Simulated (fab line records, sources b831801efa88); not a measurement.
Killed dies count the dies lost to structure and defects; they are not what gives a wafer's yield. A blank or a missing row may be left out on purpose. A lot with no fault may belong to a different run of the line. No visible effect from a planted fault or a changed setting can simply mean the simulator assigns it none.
2 desks, one fault ; flow gf180mcu ; only its own numbers are on each desk; what lay behind them is given at the end

== THE METROLOGY DESK ==
What the gauges read for every lot (on any tool): the sampled wafers with a number, averaged. If a lot's mean is further than 4 standard deviations from the usual mean, the lot is out of limits and carries the mark OUT (the distance appears in the brackets).
Columns: A = INCOMING_BOW at GF_STI_BOW_MEAS_00, usual -1 um; B = LVPWELL_OVL at GF_LVPWELL_OVL_MEAS_07, usual 1.1 nm; C = LVPWELL_TW at GF_LVPWELL_TW_MEAS_11, usual 554
lot;first seen here;A;B;C
L264;day 1 10:04;4;1.4;550
L265;day 1 15:01;-1;0.2;548
L266;day 1 20:00;-4;-1.1;564
L267;day 2 01:00;-0;0.0;549
L268;day 2 06:00;-2;2.2;547
L271;day 2 21:00;5;2.5;547
L272;day 3 02:00;-2;1.1;560
L278;day 4 08:01;-2;2.2;562
L283;day 5 09:01;0;0.2;549
L284;day 5 14:04;5;0.9;557
L285;day 5 19:02;2;2.1;549
L286;day 6 00:00;7;1.7;542
L287;day 6 05:01;-3;1.4;556
This desk's finding: nothing out of limits on any of the 13 lots.

== FOR THE TOOL OWNER'S DESK: plasmaAsher-02 ==
The tool's own readings at GF_VT_IMPLANT_STRIP_42 (strips in O2/N2): means of the sampled wafers that have a number, for each lot that ran on this tool. If a lot's mean is further than 4 standard deviations from the usual mean, the lot is out of limits and carries the mark OUT (the distance appears in the brackets).
Columns: A = drypumpMotorCurrentA at GF_VT_IMPLANT_STRIP_42, usual 6.0 A; B = heaterPowerW at GF_VT_IMPLANT_STRIP_42, usual 339 W; C = oesProductAu at GF_VT_IMPLANT_STRIP_42, usual 0.716 a.u.; D = stripTimeToEndpointS at GF_VT_IMPLANT_STRIP_42, usual 12.61 s
lot;first seen here;A;B;C;D
L265;day 7 14:28;5.2;327;0.714;12.64
L267;day 8 08:58;5.1;329;0.719;12.60
L278;day 11 08:16;5.3;316;0.911 (+48) OUT;-
Finding of this desk: L278 out of limits; the first was L278 at day 11 08:16, on oesProductAu at GF_VT_IMPLANT_STRIP_42. Within limits: L265, L267.

== ALL TOGETHER ==
The tool owner's desk could have raised an alarm at day 11 08:16, on L278.
Nothing out of limits was seen by the metrology desk.
The metrology desk has L278 on record, within its limits.
Of the lots named, all ran GF_VT_IMPLANT_STRIP_42 on plasmaAsher-02.

== WHAT THE SIMULATOR PUT IN ==
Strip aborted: plasmaAsher-02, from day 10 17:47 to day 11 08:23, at GF_VT_IMPLANT_STRIP_42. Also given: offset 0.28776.
Shown lots that were struck: L278.
Delay in hours, fault start to first out-of-limits reading, by desk: the tool owner's desk at 14.
